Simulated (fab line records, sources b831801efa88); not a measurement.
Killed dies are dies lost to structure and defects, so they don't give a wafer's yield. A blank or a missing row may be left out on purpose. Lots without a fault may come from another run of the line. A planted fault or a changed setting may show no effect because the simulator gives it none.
Chamber matching | flow gf180mcu | GF_HV_LDD_ETCHBACK_58 on rie_diel-01: 4 sister chambers
The step etches Si3N4 in CH3F/O2, stops on SiO2, time 100 s, target depth 90 nm. 8 wafers are shown with their chamber, then 7 later ones without.

WAFERS WITH THEIR CHAMBER
wafer  | chamber | drypump_motor_current_A (A) | oes_product_au (a.u.)
L890.1 | 0       | 6.1                         | 0.843
L889.1 | 1       | 6.0                         | 0.848
L889.4 | 3       | 5.9                         | 0.844
L893.1 | 2       | 6.0                         | 0.848
L893.3 | 1       | 6.0                         | 0.837
L893.6 | 2       | 6.0                         | 0.837
L894.1 | 0       | 6.1                         | 0.847
L894.4 | 3       | 5.8                         | 0.847

WAFERS WITHOUT THEIR CHAMBER
wafer  | drypump_motor_current_A (A) | oes_product_au (a.u.)
L894.5 | 6.0                         | 0.843
L895.1 | 5.8                         | 0.850
L895.3 | 6.0                         | 0.847
L895.4 | 6.0                         | 0.844
L897.1 | 5.8                         | 0.839
L897.2 | 6.0                         | 0.837
L897.6 | 6.1                         | 0.832

WHICH CHAMBER EACH WENT THROUGH
wafer  | from the rows above          | in truth
L894.5 | can't be placed: 1 or 2      | 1
L895.1 | 3                            | 3
L895.3 | can't be placed: 1 or 2      | 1
L895.4 | can't be placed: 1 or 2      | 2
L897.1 | 3                            | 3
L897.2 | can't be placed: 1 or 2      | 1
L897.6 | can't be placed: 0 or 1 or 2 | 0
Placed correctly: 2 of 7. Can't be placed from these rows: 5 (the true chamber is among the candidates in 5). Placed wrongly: 0.
How it was worked out, from the rows above alone: a wafer's distance from a chamber is the root of the sum, over the readings, of the square of ((its reading less the chamber's mean) divided by the reading's scatter). The wafer belongs to the nearest chamber; if the next one is less than 2 further off, it can't be placed. A chamber's mean is the mean of its shown wafers. The scatter: the root of (the sum of the squares of (reading less its chamber's mean) over the shown wafers, divided by (wafers less chambers)).
